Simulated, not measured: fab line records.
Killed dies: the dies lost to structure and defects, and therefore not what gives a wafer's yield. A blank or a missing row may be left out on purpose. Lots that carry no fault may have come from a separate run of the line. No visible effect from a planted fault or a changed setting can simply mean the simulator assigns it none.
Comparing a struck lot with a sound one | flow sky130 | 17 steps out of a route of 708
Sound: the wafers L292.2, L292.4, L292.5. Wafers struck: L301.2, L301.4, L301.6. Last of all comes the cause.
Per side, at each step with rows, come the tool, then ch with its chambers, and then its first start. Under that, the readings that differ: sound wafers | struck wafers | difference of the means | sigmas: that difference in standard deviations of wafers without a fault.
alike: same words and numbers on both sides, and readings whose means sit less than 2 such deviations apart. not compared: any withheld reading, any reading some wafer has no value for, any bound like >300 that may hide the same value, and any number with overlapping values for which the record gives no deviation.
The two part at a step that has a row with sigmas, a row that says differs or no value, or rows on one side only. Non-overlapping numbers with no deviation appear without sigmas and do not part them. A reading that every wafer of one side lacks parts them only if that side has two wafers or more.

first, 2 steps without rows for these wafers: SKY_NWELL_IMPLANT_12; SKY_NWELL_IMPLANT_13.
SKY_NWELL_STRIP_14: strips in O2/N2.
  sound on plasma-asher-04 ch 0,1, day 6 22:10; struck on plasma-asher-04 ch 0, day 9 07:13
  alike: drypump-motor-current-A, oes-product-au, strip-time-to-endpoint-s
  not compared: rf-hours-counter-h
SKY_NWELL_TW_MEAS_15:
  struck on film-metro-02, day 9 07:19; sound on film-metro-01, day 6 22:16
  alike: NWELL_TW
then, 7 steps without rows for these wafers: SKY_NWELL_DEHYDRATE_16 (time 60 s); SKY_NWELL_HMDS_17 (prime time 60 s); SKY_NWELL_COAT_18 (resist thk 3000 nm); SKY_NWELL_SOFTBAKE_19; SKY_NWELL_EXPOSE_20 (exposes mask NWM COMPLEMENT, target cd 840 nm); SKY_NWELL_PEB_21; SKY_NWELL_DEVELOP_22 (develop time 60 s).
SKY_NWELL_OVL_MEAS_23:
  struck on overlay-02, day 10 05:14; sound on overlay-02, day 7 17:32
  alike: NWELL_01_OVL
SKY_NWELL_IMPLANT_24:
  sound on implanter-01 ch 0, day 7 17:36; struck on implanter-01 ch 0, day 10 05:18
  reading            | sound                         | struck                           | difference  | sigmas
  dose-ions-cm2      | 9.203e+12 9.215e+12 9.216e+12 | 1.0263e+13 1.0243e+13 1.0241e+13 | +1.0377e+12 | +99 or more
  faraday-current-uA | 50.8 51.6 51.2                | 57.4 58.5 56.7                   | +6.3        | +7
SKY_NWELL_STRIP_25: strips in O2/N2.
  sound on plasma-asher-01 ch 0,1, day 7 17:43; struck on plasma-asher-04 ch 0,1, day 10 05:25
  alike: drypump-motor-current-A, oes-product-au, strip-time-to-endpoint-s
  not compared: rf-hours-counter-h
SKY_NWELL_TW_MEAS_26:
  struck on film-metro-01, day 10 05:32; sound on film-metro-02, day 7 17:50
  reading    | sound             | struck            | difference | sigmas
  NWELL_2_TW | 496.7 495.7 495.2 | 519.4 521.2 517.2 | +23.4      | +8
then, 1 step without rows for these wafers: SKY_NWELL_CLEAN_27 (cleans in SC1/SC2, time 150 s).
-- the record jumps here: 40 days lie between the struck wafers' starts before and after (it left off in module NWELL and takes up again in module PAD_OPEN, whose first step shown is number 708 of the route) --
SKY_PAD_OPEN_PROBE_99:
  struck on prober-02, day 50 16:49; sound on prober-02, day 48 04:07
  reading                                    | sound                         | struck                        | difference | sigmas
  model.etest.pfet_16v.r-on-ohm-um           | 1.483e+04 1.553e+04 1.545e+04 | 1.479e+04 1.435e+04 1.436e+04 | -7.700e+02 |
  model.etest.res-pwell-under-gate.rs-ohm-sq | 2282 2292 2287                | 2140 2137 2119                | -155       |
  model.etest.pfet_16v.drive-ua-um           | 247.8 238.4 240               | 255.3 255.8 258.1             | +14.3      |
  model.etest.field-n.vt-v (V)               | 35.55 36.59 36.24             | 38.53 38.25 37.9              | +2.10      |
  alike: killed_at_M0_to_M3, killed_at_M4_up, killed-at-contacts, killed-at-front-end, killed-at-other, killed-dies, killed-open, killed-short

== WHERE THEY PART ==
Last at SKY_NWELL_TW_MEAS_26 as far as this record goes, first at SKY_NWELL_IMPLANT_24. Later steps at which nothing parts them and some readings are alike: SKY_PAD_OPEN_PROBE_99.

WHY: the cause the simulator had injected
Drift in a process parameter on implanter-01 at SKY_NWELL_IMPLANT_24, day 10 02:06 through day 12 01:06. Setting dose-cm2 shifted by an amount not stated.
